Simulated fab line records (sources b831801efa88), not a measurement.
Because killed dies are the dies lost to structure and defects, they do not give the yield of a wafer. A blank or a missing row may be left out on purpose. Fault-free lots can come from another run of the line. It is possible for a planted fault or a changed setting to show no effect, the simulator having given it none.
fab line records ; flow sky130
record lots=5; wafers=15; last-day=50
route steps=708 shown VT_ADJUST_PCH@147 SONOS_TUNNEL@154 SONOS_ONO@168
lots untouched by any fault: they come from a run of this same line in which no faults occurred
start-h: start of the lot's first displayed wafer, in hours after the record's first day ; wait-h: hours elapsed since this lot's preceding step ; " same as the row above ; L1.1+2: several wafers, shown together as one row ; - no value, or no start was given ; * or withheld: withheld ; < > ~ a bound
route shown NAME@n: a module of which the file shows steps, and the number in the route of the first ; usual: the fault-free wafers' mean and standard deviation ; same: alike in all rows ; chamber/n: place in a boat ; sites: per-site readings ; _std_site: standard deviation of those values ; _edge_site: the outer-site mean with the inner-site mean subtracted ; radius-mm: how far each site lies from the wafer's centre ; mask NAME#n: copy n ; behind: the tool/chamber that last shaped the wafer ; hold: the reason the lot was held/the length of the hold in hours/how it ended ; device: the n, p or np transistor that did not switch ; end of line: tests of these same wafers at the route's end ; for a step that has no rows: nothing shown but its recipe ; killed: dies that structure and defects cost at the first sort, which is not the same as the wafer's yield ; map: the dies of a wafer, with x for killed, . for not killed, _ for no die there
set.NAME: the setting as run; set.NAME@STEP: as run at that earlier step ; model.NAME: the simulator's own value behind a step, which no gauge read
lots seen at some steps along the route; tables by step, rows by wafer
services: a tool's chamber out of use, with start hour (start-h, from the record's first day; less than 0 if before it), hours out, and reason
## steps
# step SKY_VT_ADJUST_PCH_EXPOSE_04
# recipe mask-id=NWM; na=0.6; source-shape=conventional; sigma-outer=0.6; polarization=unpolarized; target-cd-nm=840; dose-mj=255
lot.wafer;tool;chamber;start-h;wait-h;mask
L076.3+5+6;iline-stepper-01;0;-;-;NWM#0
L080.1+3+6;iline-stepper-02;0;-;-;NWM#0
L086.3+4+5;iline-stepper-01;0;-;-;NWM#0
L090.4+5+6;iline-stepper-01;0;-;-;NWM#0
L097.1+4+6;iline-stepper-02;0;-;-;NWM#0
# step SKY_VT_ADJUST_PCH_PEB_05
# recipe temp-c=115; time-s=withheld
lot.wafer;tool;chamber;start-h;wait-h
L076.3+5+6;litho-track-01;0;-;-
L080.1+3+6;litho-track-04;0;-;-
L086.3+4+5;litho-track-04;0;-;-
L090.4+5+6;litho-track-01;0;-;-
L097.1+4+6;litho-track-04;0;-;-
# step SKY_VT_ADJUST_PCH_DEVELOP_06
# recipe wall-angle-deg=90; developer=TMAH; develop-time-s=60; dev-temp-c=23
# usual developer-temp-C=23.00/0.1
lot.wafer;tool;chamber;start-h;wait-h;developer-temp-C
L076.3;litho-track-01;0;-;-;23.03
L076.5;litho-track-01;0;-;-;22.98
L076.6;litho-track-01;0;-;-;22.98
L080.1;litho-track-04;0;-;-;22.91
L080.3;litho-track-04;0;-;-;22.89
L080.6;litho-track-04;0;-;-;23.08
L086.3;litho-track-04;0;-;-;22.90
L086.4;litho-track-04;0;-;-;22.93
L086.5;litho-track-04;0;-;-;23.20
L090.4;litho-track-01;0;-;-;23.00
L090.5;litho-track-01;0;-;-;23.14
L090.6;litho-track-01;0;-;-;23.26
L097.1;litho-track-04;0;-;-;23.01
L097.4;litho-track-04;0;-;-;23.01
L097.6;litho-track-04;0;-;-;22.98
# step SKY_VT_ADJUST_PCH_OVL_MEAS_07
# usual VT_ADJUST_PCH_OVL=-1.1/1.4
lot.wafer;tool;chamber;start-h;wait-h;VT_ADJUST_PCH_OVL[nm]
L076.3;overlay-01;-;239.80;-;1.0
L076.5;overlay-01;-;239.80;-;0.9
L076.6;overlay-01;-;239.80;-;1.8
L080.1;overlay-01;-;290.26;-;-1.9
L080.3;overlay-01;-;290.26;-;-3.4
L080.6;overlay-01;-;290.26;-;-3.3
L086.3;overlay-02;-;324.68;-;-0.4
L086.4;overlay-02;-;324.68;-;0.4
L086.5;overlay-02;-;324.68;-;0.4
L090.4;overlay-02;-;357.25;-;-2.5
L090.5;overlay-02;-;357.25;-;-1.3
L090.6;overlay-02;-;357.25;-;-0.4
L097.1;overlay-01;-;408.46;-;-0.2
L097.4;overlay-01;-;408.46;-;-1.9
L097.6;overlay-01;-;408.46;-;-2.8
# step SKY_VT_ADJUST_PCH_IMPLANT_08
# recipe species=B; energy-kev=10; dose-cm2=5e+11; tilt-deg=withheld
lot.wafer;tool;chamber;start-h;wait-h
L076.3+5+6;implanter-01;0;239.87;0.1
L080.1+3+6;implanter-03;0;290.30;0.0
L086.3+4+5;implanter-03;0;324.75;0.1
L090.4+5+6;implanter-03;0;357.35;0.1
L097.1+4+6;implanter-04;0;408.50;0.0
# step SKY_VT_ADJUST_PCH_STRIP_09
# recipe chemistry=O2/N2; power-w=1400; pressure-mtorr=1500; platen-temp-c=withheld; o2-flow-sccm=3000; n2-flow-sccm=300; overash-fraction=0.5
# usual drypump-motor-current-A=5.6/0.4; oes-product-au=0.723/0.0043; strip-time-to-endpoint-s=36.98/0.13
lot.wafer;tool;chamber;start-h;wait-h;drypump-motor-current-A;oes-product-au;rf-hours-counter-h;strip-time-to-endpoint-s
L076.3;plasma-asher-02;0;240.01;0.1;6.2;0.728;-;36.90
L076.5;plasma-asher-02;1;240.01;0.1;5.4;0.725;-;37.04
L076.6;plasma-asher-02;0;240.01;0.1;6.2;0.723;-;36.95
L080.1;plasma-asher-04;1;290.45;0.1;5.3;0.730;16;36.88
L080.3;plasma-asher-04;1;290.45;0.1;5.3;0.728;-;36.95
L080.6;plasma-asher-04;0;290.45;0.1;5.8;0.721;-;36.90
L086.3;plasma-asher-04;0;324.88;0.1;5.8;0.727;-;37.02
L086.4;plasma-asher-04;1;324.88;0.1;5.3;0.728;-;37.02
L086.5;plasma-asher-04;0;324.88;0.1;5.8;0.720;-;37.04
L090.4;plasma-asher-03;0;357.46;0.1;4.9;0.715;-;37.11
L090.5;plasma-asher-03;0;357.46;0.1;5.0;0.720;-;37.02
L090.6;plasma-asher-03;1;357.46;0.1;5.9;0.722;-;37.07
L097.1;plasma-asher-02;1;408.65;0.1;5.4;0.724;75;37.21
L097.4;plasma-asher-02;1;408.65;0.1;5.4;0.722;-;37.12
L097.6;plasma-asher-02;1;408.65;0.1;5.4;0.722;-;37.13
# step SKY_VT_ADJUST_PCH_TW_MEAS_10
# usual VT_ADJUST_PCH_TW=142.6/0.85
lot.wafer;tool;chamber;start-h;wait-h;VT_ADJUST_PCH_TW
L076.3;film-metro-02;-;240.09;0.1;142.3
L076.5;film-metro-02;-;240.09;0.1;142.1
L076.6;film-metro-02;-;240.09;0.1;142.0
L080.1;film-metro-04;-;290.55;0.1;142.4
L080.3;film-metro-04;-;290.55;0.1;142.7
L080.6;film-metro-04;-;290.55;0.1;142.7
L086.3;film-metro-04;-;324.97;0.1;142.2
L086.4;film-metro-04;-;324.97;0.1;142.6
L086.5;film-metro-04;-;324.97;0.1;142.7
L090.4;film-metro-01;-;357.55;0.1;142.5
L090.5;film-metro-01;-;357.55;0.1;143.0
L090.6;film-metro-01;-;357.55;0.1;142.7
L097.1;film-metro-01;-;408.75;0.1;143.3
L097.4;film-metro-01;-;408.75;0.1;143.3
L097.6;film-metro-01;-;408.75;0.1;143.1
# step SKY_SONOS_TUNNEL_DEHYDRATE_00
# recipe temp-c=200; time-s=60
lot.wafer;tool;chamber;start-h;wait-h
L076.3+5+6;litho-track-02;0;251.15;11.0
L080.1+3+6;litho-track-02;0;302.40;11.8
L086.3+4+5;litho-track-03;0;337.86;12.9
L090.4+5+6;litho-track-04;0;370.34;12.8
L097.1+4+6;litho-track-02;0;422.60;13.8
# step SKY_SONOS_TUNNEL_HMDS_01
# recipe prime-time-s=60; prime-temp-c=120
lot.wafer;tool;chamber;start-h;wait-h
L076.3+5+6;litho-track-02;0;251.30;0.1
L080.1+3+6;litho-track-02;0;302.55;0.1
L086.3+4+5;litho-track-03;0;338.01;0.1
L090.4+5+6;litho-track-04;0;370.49;0.1
L097.1+4+6;litho-track-02;0;422.75;0.1
# step SKY_SONOS_TUNNEL_COAT_02
# recipe resist=NOVOLAK; spin-rpm=3000; resist-thk-nm=1140
lot.wafer;tool;chamber;start-h;wait-h
L076.3+5+6;litho-track-02;0;251.45;0.1
L080.1+3+6;litho-track-02;0;302.70;0.1
L086.3+4+5;litho-track-03;0;338.16;0.1
L090.4+5+6;litho-track-04;0;370.64;0.1
L097.1+4+6;litho-track-02;0;422.90;0.1
# step SKY_SONOS_TUNNEL_SOFTBAKE_03
# recipe temp-c=90; time-s=60; resist=NOVOLAK
lot.wafer;tool;chamber;start-h;wait-h
L076.3+5+6;litho-track-02;0;251.60;0.1
L080.1+3+6;litho-track-02;0;302.85;0.1
L086.3+4+5;litho-track-03;0;338.31;0.1
L090.4+5+6;litho-track-04;0;370.79;0.1
L097.1+4+6;litho-track-02;0;423.05;0.1
# step SKY_SONOS_TUNNEL_EXPOSE_04
# recipe mask-id=TUNM; na=0.6; source-shape=conventional; sigma-outer=0.6; polarization=unpolarized; target-cd-nm=410; dose-mj=136
lot.wafer;tool;chamber;start-h;wait-h;mask
L076.3+5+6;iline-stepper-02;0;-;-;TUNM#0
L080.1+3+6;iline-stepper-02;0;-;-;TUNM#0
L086.3+4+5;iline-stepper-01;0;-;-;TUNM#0
L090.4+5+6;iline-stepper-02;0;-;-;TUNM#0
L097.1+4+6;iline-stepper-01;0;-;-;TUNM#0
# step SKY_SONOS_TUNNEL_PEB_05
# recipe temp-c=withheld; time-s=*; resist=NOVOLAK
lot.wafer;tool;chamber;start-h;wait-h
L076.3+5+6;litho-track-03;0;-;-
L080.1+3+6;litho-track-02;0;-;-
L086.3+4+5;litho-track-03;0;-;-
L090.4+5+6;litho-track-03;0;-;-
L097.1+4+6;litho-track-04;0;-;-
# step SKY_SONOS_TUNNEL_DEVELOP_06
# recipe resist=NOVOLAK; developer=TMAH; develop-time-s=60; dev-temp-c=23
# usual developer-temp-C=22.99/0.11
lot.wafer;tool;chamber;start-h;wait-h;developer-temp-C
L076.3;litho-track-03;0;264.21;0.1;22.96
L076.5;litho-track-03;0;264.21;0.1;23.05
L076.6;litho-track-03;0;264.21;0.1;22.97
L080.1;litho-track-02;0;315.85;0.1;22.95
L080.3;litho-track-02;0;315.85;0.1;23.10
L080.6;litho-track-02;0;315.85;0.1;22.92
L086.3;litho-track-03;0;352.01;0.1;22.92
L086.4;litho-track-03;0;352.01;0.1;23.14
L086.5;litho-track-03;0;352.01;0.1;23.10
L090.4;litho-track-03;0;385.58;0.1;22.99
L090.5;litho-track-03;0;385.58;0.1;22.92
L090.6;litho-track-03;0;385.58;0.1;22.90
L097.1;litho-track-04;0;438.31;0.1;23.03
L097.4;litho-track-04;0;438.31;0.1;23.10
L097.6;litho-track-04;0;438.31;0.1;22.81
# step SKY_SONOS_TUNNEL_CD_MEAS_07
# recipe target-cd-nm=410
# usual cd-nm=409.5/2.2
lot.wafer;tool;chamber;start-h;wait-h;cd-nm
L076.3;cd-sem-01;-;264.35;0.1;412.2
L076.5;cd-sem-01;-;264.35;0.1;411.6
L076.6;cd-sem-01;-;264.35;0.1;411.7
L080.1;cd-sem-02;-;316.00;0.1;408.2
L080.3;cd-sem-02;-;316.00;0.1;406.0
L080.6;cd-sem-02;-;316.00;0.1;409.0
L086.3;cd-sem-02;-;352.15;0.1;411.2
L086.4;cd-sem-02;-;352.15;0.1;412.8
L086.5;cd-sem-02;-;352.15;0.1;412.0
L090.4;cd-sem-01;-;385.72;0.1;408.3
L090.5;cd-sem-01;-;385.72;0.1;408.0
L090.6;cd-sem-01;-;385.72;0.1;406.8
L097.1;cd-sem-02;-;438.46;0.1;405.6
L097.4;cd-sem-02;-;438.46;0.1;408.0
L097.6;cd-sem-02;-;438.46;0.1;408.6
# step SKY_SONOS_TUNNEL_OVL_MEAS_08
# usual SONOS_TUNNEL_OVL=0.9/1.2
lot.wafer;tool;chamber;start-h;wait-h;SONOS_TUNNEL_OVL[nm]
L076.3;overlay-01;-;264.44;0.1;0.2
L076.5;overlay-01;-;264.44;0.1;1.0
L076.6;overlay-01;-;264.44;0.1;1.5
L080.1;overlay-02;-;316.12;0.1;2.7
L080.3;overlay-02;-;316.12;0.1;-1.0
L080.6;overlay-02;-;316.12;0.1;3.2
L086.3;overlay-01;-;352.24;0.1;0.7
L086.4;overlay-01;-;352.24;0.1;-0.7
L086.5;overlay-01;-;352.24;0.1;1.9
L090.4;overlay-02;-;385.80;0.1;1.3
L090.5;overlay-02;-;385.80;0.1;0.8
L090.6;overlay-02;-;385.80;0.1;1.3
L097.1;overlay-02;-;438.58;0.1;0.8
L097.4;overlay-02;-;438.58;0.1;1.6
L097.6;overlay-02;-;438.58;0.1;0.6
# step SKY_SONOS_TUNNEL_IMPLANT_09
# recipe species=B; energy-kev=20; dose-cm2=1e+12; tilt-deg=withheld
lot.wafer;tool;chamber;start-h;wait-h
L076.3+5+6;implanter-01;0;264.52;0.1
L080.1+3+6;implanter-01;0;316.16;0.0
L086.3+4+5;implanter-01;0;352.32;0.1
L090.4+5+6;implanter-01;0;385.89;0.1
L097.1+4+6;implanter-02;0;438.62;0.0
# step SKY_SONOS_TUNNEL_WET_ETCH_10
# recipe chemistry=dHF; target-depth-nm=14; target=SiO2; dilution=100:1; temp-c=25; time-s=280
lot.wafer;tool;chamber;start-h;wait-h
L076.3+5+6;wet-bench-01;0;264.62;0.1
L080.1+3+6;wet-bench-03;0;316.31;0.1
L086.3+4+5;wet-bench-02;3;352.42;0.1
L090.4+5+6;wet-bench-02;1;385.97;0.1
L097.1+4+6;wet-bench-03;1;438.77;0.1
# step SKY_SONOS_TUNNEL_STRIP_11
# recipe chemistry=SPM; time-s=600; temp-c=130
lot.wafer;tool;chamber;start-h;wait-h
L076.3+5+6;wet-bench-03;1;264.70;0.0
L080.1+3+6;wet-bench-02;2;316.39;0.0
L086.3+4+5;wet-bench-03;2;352.50;0.0
L090.4+5+6;wet-bench-03;3;386.05;0.0
L097.1+4+6;wet-bench-02;2;438.86;0.0
# step SKY_SONOS_TUNNEL_TW_MEAS_12
# usual SONOS_TUNNEL_TW=197.1/1.3
lot.wafer;tool;chamber;start-h;wait-h;SONOS_TUNNEL_TW
L076.3;film-metro-02;-;264.90;0.0;196.0
L076.5;film-metro-02;-;264.90;0.0;196.5
L076.6;film-metro-02;-;264.90;0.0;195.4
L080.1;film-metro-01;-;316.57;0.0;198.4
L080.3;film-metro-01;-;316.57;0.0;198.3
L080.6;film-metro-01;-;316.57;0.0;198.9
L086.3;film-metro-01;-;352.71;0.0;198.2
L086.4;film-metro-01;-;352.71;0.0;198.6
L086.5;film-metro-01;-;352.71;0.0;197.0
L090.4;film-metro-02;-;386.26;0.0;195.4
L090.5;film-metro-02;-;386.26;0.0;195.1
L090.6;film-metro-02;-;386.26;0.0;196.6
L097.1;film-metro-03;-;439.06;0.0;196.3
L097.4;film-metro-03;-;439.06;0.0;196.9
L097.6;film-metro-03;-;439.06;0.0;197.9
# step SKY_SONOS_TUNNEL_CLEAN_13
# recipe chemistry=dHF; time-s=20; dilution=100:1; dry=ipa-marangoni
lot.wafer;tool;chamber;start-h;wait-h
L076.3+5+6;wet-bench-02;0;264.94;0.0
L080.1+3+6;wet-bench-01;2;316.63;0.1
L086.3+4+5;wet-bench-01;0;352.75;0.0
L090.4+5+6;wet-bench-01;1;386.29;0.0
L097.1+4+6;wet-bench-03;3;439.12;0.1
# step SKY_SONOS_ONO_OXIDATION_00
# recipe temp-c=800; ambient=O2; idle-temp-c=700; ramp-up-c-per-min=10; ramp-down-c-per-min=3; stabilise-s=600; purge-s=300; target-thk-a=26; ox-time-s=1249
# usual zone-power-upper-pct=11.5/0.39
lot.wafer;tool;chamber;start-h;wait-h;zone-power-upper-pct
L076.3;furnace-01;0;265.55;0.6;11.1
L076.5;furnace-01;0;265.55;0.6;11.1
L076.6;furnace-01;0;265.55;0.6;11.0
L080.1;furnace-01;0;316.64;0.0;11.2
L080.3;furnace-01;0;316.64;0.0;11.2
L080.6;furnace-01;0;316.64;0.0;11.2
L086.3;furnace-02;0;354.46;1.7;12.0
L086.4;furnace-02;0;354.46;1.7;12.1
L086.5;furnace-02;0;354.46;1.7;11.9
L090.4;furnace-02;0;389.22;2.9;11.9
L090.5;furnace-02;0;389.22;2.9;12.0
L090.6;furnace-02;0;389.22;2.9;12.0
L097.1;furnace-02;0;439.13;0.0;12.0
L097.4;furnace-02;0;439.13;0.0;12.0
L097.6;furnace-02;0;439.13;0.0;12.1
# step SKY_SONOS_ONO_THK_MEAS_01
# recipe reads=SiO2_of_SONOS_ONO_OXIDATION_00
# usual SONOS_ONO_OXIDATION_THK=2.60/0.055
lot.wafer;tool;chamber;start-h;wait-h;SONOS_ONO_OXIDATION_THK[nm]
L076.3;film-metro-03;-;266.92;0.0;2.57
L076.5;film-metro-03;-;266.92;0.0;2.59
L076.6;film-metro-03;-;266.92;0.0;2.61
L080.1;film-metro-02;-;317.99;0.0;2.63
L080.3;film-metro-02;-;317.99;0.0;2.62
L080.6;film-metro-02;-;317.99;0.0;2.68
L086.3;film-metro-03;-;355.82;0.0;2.55
L086.4;film-metro-03;-;355.82;0.0;2.49
L086.5;film-metro-03;-;355.82;0.0;2.60
L090.4;film-metro-04;-;390.59;0.0;2.61
L090.5;film-metro-04;-;390.59;0.0;2.60
L090.6;film-metro-04;-;390.59;0.0;2.54
L097.1;film-metro-04;-;440.48;0.0;2.56
L097.4;film-metro-04;-;440.48;0.0;2.57
L097.6;film-metro-04;-;440.48;0.0;2.59
# step SKY_SONOS_ONO_CVD_02
# recipe material=Si3N4; precursor=DCS/NH3; target-thk-nm=10.5; temp-c=770; time-s=180; pressure-mtorr=250
# usual pressure-mtorr=250.0/0.48; zone-power-upper-pct=14.0/0.46
lot.wafer;tool;chamber;start-h;wait-h;pressure-mtorr;zone-power-upper-pct
L076.3;lpcvd-02;0;266.96;0.0;250.3;14.2
L076.5;lpcvd-02;0;266.96;0.0;249.3;14.4
L076.6;lpcvd-02;0;266.96;0.0;249.9;14.1
L080.1;lpcvd-02;1;318.79;0.8;250.5;13.4
L080.3;lpcvd-02;1;318.79;0.8;250.9;13.5
L080.6;lpcvd-02;1;318.79;0.8;249.9;13.4
L086.3;lpcvd-02;1;357.00;1.2;250.2;13.1
L086.4;lpcvd-02;1;357.00;1.2;249.5;13.1
L086.5;lpcvd-02;1;357.00;1.2;249.8;13.1
L090.4;lpcvd-02;0;391.77;1.2;249.8;14.0
L090.5;lpcvd-02;0;391.77;1.2;249.4;14.3
L090.6;lpcvd-02;0;391.77;1.2;250.0;14.2
L097.1;lpcvd-02;0;440.54;0.1;249.6;14.4
L097.4;lpcvd-02;0;440.54;0.1;250.0;14.3
L097.6;lpcvd-02;0;440.54;0.1;250.0;14.3
# step SKY_SONOS_ONO_THK_MEAS_03
# recipe reads=Si3N4_of_SONOS_ONO_CVD_02
# usual SONOS_ONO_CVD_02_THK=10.48/0.13
lot.wafer;tool;chamber;start-h;wait-h;SONOS_ONO_CVD_02_THK[nm]
L076.3;film-metro-03;-;268.03;0.0;10.67
L076.5;film-metro-03;-;268.03;0.0;10.66
L076.6;film-metro-03;-;268.03;0.0;10.63
L080.1;film-metro-04;-;319.84;0.0;10.65
L080.3;film-metro-04;-;319.84;0.0;10.64
L080.6;film-metro-04;-;319.84;0.0;10.61
L086.3;film-metro-04;-;358.60;0.0;10.58
L086.4;film-metro-04;-;358.60;0.0;10.54
L086.5;film-metro-04;-;358.60;0.0;10.52
L090.4;film-metro-02;-;393.37;0.0;10.58
L090.5;film-metro-02;-;393.37;0.0;10.35
L090.6;film-metro-02;-;393.37;0.0;10.44
L097.1;film-metro-03;-;441.59;0.0;10.42
L097.4;film-metro-03;-;441.59;0.0;10.37
L097.6;film-metro-03;-;441.59;0.0;10.52
# step SKY_SONOS_ONO_CVD_04
# recipe material=SiO2; precursor=SiH4/N2O; target-thk-nm=5.7199; temp-c=900; pressure-mtorr=400
# usual pressure-mtorr=399.9/0.84; zone-power-upper-pct=18.0/1.4
lot.wafer;tool;chamber;start-h;wait-h;pressure-mtorr;zone-power-upper-pct
L076.3;lpcvd-03;0;268.07;0.0;399.5;17.1
L076.5;lpcvd-03;0;268.07;0.0;400.3;17.2
L076.6;lpcvd-03;0;268.07;0.0;400.4;16.7
L080.1;lpcvd-03;1;319.90;0.1;400.6;19.5
L080.3;lpcvd-03;1;319.90;0.1;400.3;19.2
L080.6;lpcvd-03;1;319.90;0.1;400.5;19.2
L086.3;lpcvd-03;1;358.64;0.0;401.3;18.9
L086.4;lpcvd-03;1;358.64;0.0;399.5;19.1
L086.5;lpcvd-03;1;358.64;0.0;400.5;19.4
L090.4;lpcvd-03;1;393.40;0.0;398.7;19.2
L090.5;lpcvd-03;1;393.40;0.0;400.3;19.5
L090.6;lpcvd-03;1;393.40;0.0;399.3;19.4
L097.1;lpcvd-03;1;441.65;0.1;399.0;19.3
L097.4;lpcvd-03;1;441.65;0.1;400.4;19.3
L097.6;lpcvd-03;1;441.65;0.1;399.1;19.3
# step SKY_SONOS_ONO_THK_MEAS_05
# recipe reads=SiO2_of_SONOS_ONO_CVD_04
# usual SONOS_ONO_CVD_04_THK=5.75/0.096
lot.wafer;tool;chamber;start-h;wait-h;SONOS_ONO_CVD_04_THK[nm]
L076.3;film-metro-03;-;269.34;0.0;5.69
L076.5;film-metro-03;-;269.34;0.0;5.66
L076.6;film-metro-03;-;269.34;0.0;5.60
L080.1;film-metro-04;-;321.15;0.0;5.89
L080.3;film-metro-04;-;321.15;0.0;5.98
L080.6;film-metro-04;-;321.15;0.0;5.88
L086.3;film-metro-04;-;359.91;0.0;5.63
L086.4;film-metro-04;-;359.91;0.0;5.66
L086.5;film-metro-04;-;359.91;0.0;5.74
L090.4;film-metro-02;-;394.68;0.0;5.79
L090.5;film-metro-02;-;394.68;0.0;5.79
L090.6;film-metro-02;-;394.68;0.0;5.87
L097.1;film-metro-03;-;442.90;0.0;5.82
L097.4;film-metro-03;-;442.90;0.0;5.68
L097.6;film-metro-03;-;442.90;0.0;5.73
# step SKY_SONOS_ONO_DEHYDRATE_06
# recipe temp-c=200; time-s=60
lot.wafer;tool;chamber;start-h;wait-h
L076.3+5+6;litho-track-01;0;281.19;11.8
L080.1+3+6;litho-track-04;0;333.66;12.5
L086.3+4+5;litho-track-02;0;373.35;13.4
L090.4+5+6;litho-track-02;0;408.88;14.2
L097.1+4+6;litho-track-02;0;457.05;14.1
# step SKY_SONOS_ONO_HMDS_07
# recipe prime-time-s=60; prime-temp-c=120
lot.wafer;tool;chamber;start-h;wait-h
L076.3+5+6;litho-track-01;0;281.34;0.1
L080.1+3+6;litho-track-04;0;333.81;0.1
L086.3+4+5;litho-track-02;0;373.50;0.1
L090.4+5+6;litho-track-02;0;409.03;0.1
L097.1+4+6;litho-track-02;0;457.20;0.1
# step SKY_SONOS_ONO_COAT_08
# recipe resist=NOVOLAK; spin-rpm=3000; resist-thk-nm=1140
lot.wafer;tool;chamber;start-h;wait-h
L076.3+5+6;litho-track-01;0;281.49;0.1
L080.1+3+6;litho-track-04;0;333.96;0.1
L086.3+4+5;litho-track-02;0;373.65;0.1
L090.4+5+6;litho-track-02;0;409.18;0.1
L097.1+4+6;litho-track-02;0;457.35;0.1
# step SKY_SONOS_ONO_SOFTBAKE_09
# recipe temp-c=90; time-s=60; resist=NOVOLAK
lot.wafer;tool;chamber;start-h;wait-h
L076.3+5+6;litho-track-01;0;281.64;0.1
L080.1+3+6;litho-track-04;0;334.11;0.1
L086.3+4+5;litho-track-02;0;373.80;0.1
L090.4+5+6;litho-track-02;0;409.33;0.1
L097.1+4+6;litho-track-02;0;457.50;0.1
# step SKY_SONOS_ONO_EXPOSE_10
# recipe mask-id=ONOM; target-cd-nm=410; na=0.6; source-shape=conventional; sigma-outer=0.6; dose-mj=150
lot.wafer;tool;chamber;start-h;wait-h;mask
L076.3+5+6;iline-stepper-02;0;-;-;ONOM#0
L080.1+3+6;iline-stepper-02;0;-;-;ONOM#0
L086.3+4+5;iline-stepper-02;0;-;-;ONOM#0
L090.4+5+6;iline-stepper-01;0;-;-;ONOM#0
L097.1+4+6;iline-stepper-02;0;-;-;ONOM#0
# step SKY_SONOS_ONO_PEB_11
# recipe temp-c=withheld; time-s=*; resist=NOVOLAK
lot.wafer;tool;chamber;start-h;wait-h
L076.3+5+6;litho-track-02;0;-;-
L080.1+3+6;litho-track-04;0;-;-
L086.3+4+5;litho-track-01;0;-;-
L090.4+5+6;litho-track-01;0;-;-
L097.1+4+6;litho-track-01;0;-;-
# step SKY_SONOS_ONO_DEVELOP_12
# recipe develop-time-s=60; dev-temp-c=23
# usual developer-temp-C=22.99/0.1
lot.wafer;tool;chamber;start-h;wait-h;developer-temp-C
L076.3;litho-track-02;0;294.65;0.1;23.04
L076.5;litho-track-02;0;294.65;0.1;22.98
L076.6;litho-track-02;0;294.65;0.1;22.95
L080.1;litho-track-04;0;348.51;0.1;23.05
L080.3;litho-track-04;0;348.51;0.1;22.99
L080.6;litho-track-04;0;348.51;0.1;22.97
L086.3;litho-track-01;0;387.84;0.1;22.88
L086.4;litho-track-01;0;387.84;0.1;23.09
L086.5;litho-track-01;0;387.84;0.1;22.89
L090.4;litho-track-01;0;423.51;0.1;23.01
L090.5;litho-track-01;0;423.51;0.1;23.11
L090.6;litho-track-01;0;423.51;0.1;22.96
L097.1;litho-track-01;0;472.54;0.1;22.85
L097.4;litho-track-01;0;472.54;0.1;22.82
L097.6;litho-track-01;0;472.54;0.1;22.91
# step SKY_SONOS_ONO_CD_MEAS_13
# recipe target-cd-nm=410
# usual cd-nm=409.8/2.3
lot.wafer;tool;chamber;start-h;wait-h;cd-nm
L076.3;cd-sem-01;-;294.79;0.1;407.2
L076.5;cd-sem-01;-;294.79;0.1;408.6
L076.6;cd-sem-01;-;294.79;0.1;409.4
L080.1;cd-sem-02;-;348.66;0.1;410.6
L080.3;cd-sem-02;-;348.66;0.1;409.4
L080.6;cd-sem-02;-;348.66;0.1;409.8
L086.3;cd-sem-02;-;387.98;0.1;407.1
L086.4;cd-sem-02;-;387.98;0.1;405.5
L086.5;cd-sem-02;-;387.98;0.1;404.7
L090.4;cd-sem-01;-;423.65;0.1;408.5
L090.5;cd-sem-01;-;423.65;0.1;410.6
L090.6;cd-sem-01;-;423.65;0.1;409.3
L097.1;cd-sem-01;-;472.69;0.1;408.1
L097.4;cd-sem-01;-;472.69;0.1;409.3
L097.6;cd-sem-01;-;472.69;0.1;407.4
## services
tool;chamber;start-h;hours;kind
iline-stepper-02;-;215.69;1.7;pm
wet-bench-01;-;218.22;2.6;repair
implanter-01;-;232.15;2.3;repair
implanter-03;-;241.98;0.8;repair
furnace-01;-;243.31;3.2;pm
lpcvd-03;-;280.89;1.3;repair
wet-bench-01;-;296.60;4.4;pm
furnace-02;-;297.56;4.0;pm
implanter-01;-;304.01;2.6;repair
wet-bench-02;-;320.45;4.4;pm
wet-bench-01;-;334.32;1.7;repair
furnace-02;-;337.46;4.8;pm
wet-bench-03;-;344.19;3.5;repair
iline-stepper-02;-;357.15;4.4;pm
furnace-01;-;364.89;3.2;pm
implanter-03;-;388.98;1.2;repair
implanter-01;-;396.15;4.7;pm
furnace-01;-;411.49;3.2;pm
implanter-03;-;415.12;5.0;pm
implanter-03;-;422.89;1.9;repair
iline-stepper-01;-;427.84;3.4;repair
iline-stepper-02;-;433.87;1.7;pm
implanter-03;-;452.27;48.6;pm
implanter-01;-;459.49;3.3;repair
## key
fault none
